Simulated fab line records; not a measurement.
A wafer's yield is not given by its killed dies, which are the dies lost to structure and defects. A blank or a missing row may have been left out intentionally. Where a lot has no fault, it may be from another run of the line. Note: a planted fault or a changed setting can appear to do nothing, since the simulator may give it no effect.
A struck lot beside a sound one | flow gf180mcu | 28 out of 602 route steps
Sound: wafers L603.3, L603.4, L603.6. Struck: wafer L589.4 (left out: L589.2, L589.5 of the same lot, which were not struck); the cause appears at the end.
Order at every step that has rows: each side's tool, ch and its chambers, its first start. Under that, the readings that differ: sound wafers | struck wafers | difference of the means | sigmas: that difference in standard deviations of wafers without a fault.
alike: readings whose means differ by less than 2 such deviations, and words and numbers that are the same on both sides. not compared: withheld readings, readings that some wafer has no value for, bounds like >300 that may hide the same value, and numbers for which the record gives no deviation and whose values overlap.
Wherever a step has rows on one side only, a row that says differs or no value, or a row with sigmas, the two part there. Non-overlapping numbers with no deviation appear without sigmas and do not part them. Lack of a reading on every wafer of one side parts them only where that side has two or more wafers.

first, 8 steps without rows for these wafers: GF_M5_DEVELOP_06 (develop time 60 s); GF_M5_ETCH_09 (etches Si3N4 in CF4/O2, target depth 52 nm, time 11.6 s); GF_M5_METAL_ETCH_10 (etches the open film in Cl2/BCl3, stops on SiO2, target depth 750.8 nm, time 125.1 s); GF_M5_STRIP_11 (strips in O2/N2); GF_M5_STRIP_12 (strips in post etch residue remover, time 1200 s); GF_M5_CLEAN_13 (cleans in DIW); GF_V5_CVD_00 (deposits SiO2, target thk 300 nm, time 50 s); GF_V5_CVD_02 (deposits SiO2 from TEOS, target thk 1450 nm, time 163.28 s).
GF_V5_CMP_04: polishes SiO2.
  sound on cmp-02 ch 1,2,3, day 32 02:26; struck on cmp-02 ch 0, day 28 01:49
reading                            | sound             | struck | difference | sigmas
model.SiO2_of_V5_CVD_02.thkNm (nm) | 855.5 856.5 854.9 | 1064   | +208       | 
  alike: motorCurrentA
then, 9 steps without rows for these wafers: GF_V5_DEHYDRATE_06 (time 60 s); GF_V5_HMDS_07 (prime time 60 s); GF_V5_COAT_08; GF_V5_COAT_09 (resist thk 1000 nm); GF_V5_SOFTBAKE_10 (time 60 s); GF_V5_EXPOSE_11 (exposes mask Via5, target cd 260 nm); GF_V5_PEB_12 (peb time 90 s); GF_V5_DEVELOP_13 (develop time 60 s); GF_V5_ETCH_16 (etches BARC in N2/H2).
GF_V5_ETCH_17: etches SiO2 in C4F8/O2/Ar, stops on TiN, target depth 855 nm.
  sound on rieDiel-04 ch 0,1,2; struck on rieDiel-01 ch 3
reading                      | sound             | struck | difference | sigmas
oesProductAu (a.u.)          | 0.853 0.854 0.861 | 0.970  | +0.114     | +24
model.etch.depthNm (nm)      | 855.5 856.5 854.9 | 1064   | +208       | 
model.V5.featureDepthNm (nm) | 855.5 856.5 854.9 | 1064   | +208       | 
then, 6 steps without rows for these wafers: GF_V5_STRIP_18 (strips in O2/N2); GF_V5_STRIP_19 (strips in post etch residue remover, time 1200 s); GF_V5_CLEAN_20 (cleans in DIW); GF_V5_SPUTTER_21 (material Ti, target thk 15 nm, time 80.02 s); GF_V5_SPUTTER_22 (material TiN, target thk 10 nm, time 40 s); GF_V5_CVD_23 (deposits W, target thk 350 nm, time 104.9 s).
GF_V5_CMP_26: polishes, stops on SiO2, t overpolish 15 s, target thk 0 nm.
  sound on cmp-02 ch 0,1, day 32 20:56; struck on cmp-02 ch 3, day 28 23:16
reading                            | sound             | struck | difference | sigmas
model.SiO2_of_V5_CVD_02.thkNm (nm) | 851.7 852.8 851.1 | 1060   | +208       | 
  alike: motorCurrentA
then, 1 step without rows for these wafers: GF_TOP_METAL_SPUTTER_00 (material Ti, target thk 37.5 nm, time 150 s).
GF_PASSIVATION_PROBE_99:
  struck on prober-01, day 30 16:50; sound on prober-01, day 34 08:09
reading                               | sound             | struck | difference | sigmas
model.etest.tester.sortNPass          | 450 455 454       | 438    | -15        | 
model.etest.tester.sort_bin_5_pct (%) | 4.472 4.675 3.252 | 8.333  | +4.200     | 
model.etest.tester.sortYieldPct (%)   | 91.46 92.48 92.28 | 89.02  | -3.05      | 
model.etest.via5Chain.rcOhm           | 6.747 6.617 6.581 | 8.787  | +2.139     | 
  not compared: model.etest.tester.sort_bin_8_pct

## WHERE THEY PART
Within this record, at GF_V5_ETCH_17 only. Later steps at which nothing parts them and some readings are alike: GF_V5_CMP_26.

WHY: whatever the simulator had introduced
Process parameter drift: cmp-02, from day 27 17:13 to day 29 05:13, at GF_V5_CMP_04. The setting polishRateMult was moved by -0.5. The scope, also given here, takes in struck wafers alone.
